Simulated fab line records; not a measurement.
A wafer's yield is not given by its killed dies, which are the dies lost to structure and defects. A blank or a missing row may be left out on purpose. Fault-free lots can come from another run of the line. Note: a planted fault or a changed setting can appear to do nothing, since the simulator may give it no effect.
Which tool did it? | flow gf180mcu | 12 lots, 36 wafers sampled, at 4 steps of a route of 602

## WHAT THE GAUGES READ, wafer by wafer
GF_M5_OVL_MEAS_08. Usual: for M5_OVL the level is 0 nm and the standard deviation is 4.8.
lot  | measured     | on         | M5_OVL (nm) | flag
L735 | day 26 11:28 | overlay-01 | 0 -4 3      |
L736 | day 26 18:38 | overlay-02 | 2 -4 1      |
L737 | day 27 07:13 | overlay-02 | -5 -4 -6    |
L740 | day 28 12:37 | overlay-01 | 2 -1 -2     |
L742 | day 28 19:37 | overlay-01 | -7 -7 -7    |
L743 | day 28 21:53 | overlay-01 | 6 3 -2      |
L744 | day 29 12:01 | overlay-02 | -4 2 -1     |
L748 | day 30 07:13 | overlay-01 | -3 -8 -2    |
L753 | day 31 20:48 | overlay-02 | 3 8 1       |
L755 | day 32 06:34 | overlay-01 | -9 -2 -8    |
L756 | day 32 14:25 | overlay-01 | -1 3 -2     |
L757 | day 32 19:35 | overlay-01 | 3 4 5       |

GF_V5_BOW_MEAS_05. Usual: for V5_BOW the level is 134 um and the standard deviation is 9.3.
lot  | measured     | on            | V5_BOW (um) | flag
L735 | day 26 12:49 | film metro-01 | 149 142 136 |
L736 | day 26 19:56 | film metro-01 | 129 131 124 |
L737 | day 27 08:45 | film metro-02 | 150 148 143 |
L740 | day 28 13:54 | film metro-02 | 132 141 138 |
L742 | day 28 20:54 | film metro-02 | 126 133 135 |
L743 | day 28 23:14 | film metro-04 | 137 146 146 |
L744 | day 29 13:18 | film metro-02 | 120 122 121 |
L748 | day 30 08:33 | film metro-02 | 141 134 137 |
L753 | day 31 22:07 | film metro-02 | 143 143 147 |
L755 | day 32 07:52 | film metro-04 | 129 112 128 |
L756 | day 32 15:52 | film metro-01 | 141 151 140 |
L757 | day 32 21:07 | film metro-04 | 124 120 127 |

## WHAT TOOL EACH LOT RAN ON (gives the tool, then ch and the chambers of the sampled wafers, and finally the start)
lot  | GF_M5_ETCH_09                      | GF_M5_METAL_ETCH_10
L735 | rie diel-03 ch 2,3, day 26 11:29   | rie metal-04 ch 0,1, day 26 11:31
L736 | rie diel-04 ch 0,1,3, day 26 18:40 | rie metal-01 ch 0,1, day 26 18:42
L737 | rie diel-03 ch 0,3, day 27 07:14   | rie metal-01 ch 1, day 27 07:19
L740 | rie diel-02 ch 0,2,3, day 28 12:38 | rie metal-04 ch 0,1, day 28 12:40
L742 | rie diel-04 ch 0,1,3, day 28 19:38 | rie metal-04 ch 0,1, day 28 19:40
L743 | rie diel-04 ch 0,1,3, day 28 21:54 | rie metal-03 ch 0,1, day 28 21:58
L744 | rie diel-04 ch 0,3, day 29 12:02   | rie metal-04 ch 0,1, day 29 12:04
L748 | rie diel-04 ch 2,3, day 30 07:14   | rie metal-01 ch 0,1, day 30 07:16
L753 | rie diel-02 ch 2,3, day 31 20:50   | rie metal-01 ch 0,1, day 31 20:53
L755 | rie diel-02 ch 0,3, day 32 06:35   | rie metal-04 ch 0,1, day 32 06:37
L756 | rie diel-02 ch 2,3, day 32 14:27   | rie metal-01 ch 1, day 32 14:31
L757 | rie diel-03 ch 1,2,3, day 32 19:37 | rie metal-03 ch 0,1, day 32 19:38
- GF_M5_ETCH_09: etches Si3N4 in CF4/O2, target depth 52 nm, time 11.6 s.
- GF_M5_METAL_ETCH_10: etches the open film in Cl2/BCl3, stops on SiO2, target depth 750.8 nm, time 125.1 s.

## AS READ BY THE TOOLS THEMSELVES (means over the sampled wafers that have a number; for cases with no such wafer, the mark the record gives instead)
GF_M5_ETCH_09. Usual: bias w 150.1 W, standard deviation 0.42; chamber pressure mTorr 149.99 mTorr, standard deviation 0.13; drypump motor current A 5.6 A, standard deviation 0.51; oes product au 0.990 a.u., standard deviation 0.016; throttle valve pct 5.968 %, standard deviation 0.0098.
lot  | tool        | bias w (W) | chamber pressure mTorr (mTorr) | drypump motor current A (A) | oes product au (a.u.) | throttle valve pct (%) | flag
L735 | rie diel-03 | 150.4      | 149.95                         | 5.7                         | 0.980                 | 5.973                  |
L736 | rie diel-04 | 149.8      | 149.94                         | 5.8                         | 0.997                 | 5.971                  |
L737 | rie diel-03 | 149.8      | 150.00                         | 5.8                         | 0.993                 | 5.967                  |
L740 | rie diel-02 | 149.9      | 149.99                         | 5.4                         | 0.989                 | 5.973                  |
L742 | rie diel-04 | 149.9      | 149.95                         | 5.8                         | 0.998                 | 5.973                  |
L743 | rie diel-04 | 158.8      | 149.99                         | 5.8                         | 1.010                 | 5.974                  | OFF
L744 | rie diel-04 | 159.9      | 149.97                         | 5.9                         | 1.018                 | 5.982                  | OFF
L748 | rie diel-04 | 160.1      | 150.00                         | 6.1                         | 1.016                 | 5.984                  | OFF
L753 | rie diel-02 | 150.0      | 149.89                         | 5.7                         | 0.985                 | 5.961                  |
L755 | rie diel-02 | 150.4      | 150.12                         | 5.7                         | 0.984                 | 5.962                  |
L756 | rie diel-02 | 150.0      | 149.93                         | 5.4                         | 0.979                 | 5.965                  |
L757 | rie diel-03 | 150.2      | 150.04                         | 6.1                         | 0.991                 | 5.977                  |

GF_M5_METAL_ETCH_10. Usual: bias w 139.9 W, standard deviation 0.44; chamber pressure mTorr 8.000 mTorr, standard deviation 0.0079; drypump motor current A 6.0 A, standard deviation 0.42; oes product au 0.989 a.u., standard deviation 0.0059; throttle valve pct 28.231 %, standard deviation 0.01.
lot  | tool         | bias w (W) | chamber pressure mTorr (mTorr) | drypump motor current A (A) | oes product au (a.u.) | throttle valve pct (%) | flag
L735 | rie metal-04 | 140.1      | 8.013                          | 6.4                         | 0.993                 | 28.232                 |
L736 | rie metal-01 | 139.2      | 8.001                          | 5.6                         | 0.992                 | 28.214                 |
L737 | rie metal-01 | 140.2      | 8.004                          | 5.8                         | 0.991                 | 28.230                 |
L740 | rie metal-04 | 139.7      | 8.001                          | 6.5                         | 0.991                 | 28.236                 |
L742 | rie metal-04 | 139.8      | 7.999                          | 6.4                         | 0.982                 | 28.238                 |
L743 | rie metal-03 | 140.0      | 7.999                          | 5.8                         | 0.990                 | 28.232                 |
L744 | rie metal-04 | 139.7      | 7.996                          | 6.5                         | 0.991                 | 28.222                 |
L748 | rie metal-01 | 140.2      | 7.997                          | 5.6                         | 0.992                 | 28.222                 |
L753 | rie metal-01 | 139.8      | 8.004                          | 5.5                         | 0.989                 | 28.238                 |
L755 | rie metal-04 | 139.8      | 8.008                          | 6.4                         | 0.993                 | 28.232                 |
L756 | rie metal-01 | 140.1      | 8.013                          | 5.8                         | 0.991                 | 28.230                 |
L757 | rie metal-03 | 139.7      | 8.002                          | 5.9                         | 0.987                 | 28.226                 |

## THE ANSWER, worked out from the rows above alone
Rule: lot off if the mean of its wafers having a number is beyond 3 standard deviations from the usual mean. Also off: a lot with no number at a reading for which 4 or more lots have one. The other lots that the step has rows for count as sound. After the gauges, taken in route order, come the tools' own readings; for these a lot's mean is taken, as printed above. The first step at which some lot is off is used, and at that step the reading that is off furthest; a lot without a number counts as furthest.
Off: L743, L744, L748, at GF_M5_ETCH_09 (bias w).
If a tool, at that step or one of the process steps before it, ran each lot that is off and ran no sound lot following the first of them, it fits. One fits: GF_M5_ETCH_09 on rie diel-04. A fault onset in the window from L742 (day 28 19:38, its last sound lot) to L743 (day 28 21:54, its first lot off) fits.
On the lots that are off, the tool's own readings at GF_M5_ETCH_09 differ by more than 5 times the standard deviation of the sound lots' means, which bears it out; bias w reads 159.6 W there versus 150.0 W on the sound lots.

## WHAT WAS PUT IN BY THE SIMULATOR
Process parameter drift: rie diel-04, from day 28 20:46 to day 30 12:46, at GF_M5_ETCH_09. Setting bias w shifted by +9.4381 from 150. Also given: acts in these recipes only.
Struck lots among those shown: L743, L744, L748. Same finding as the rule above.
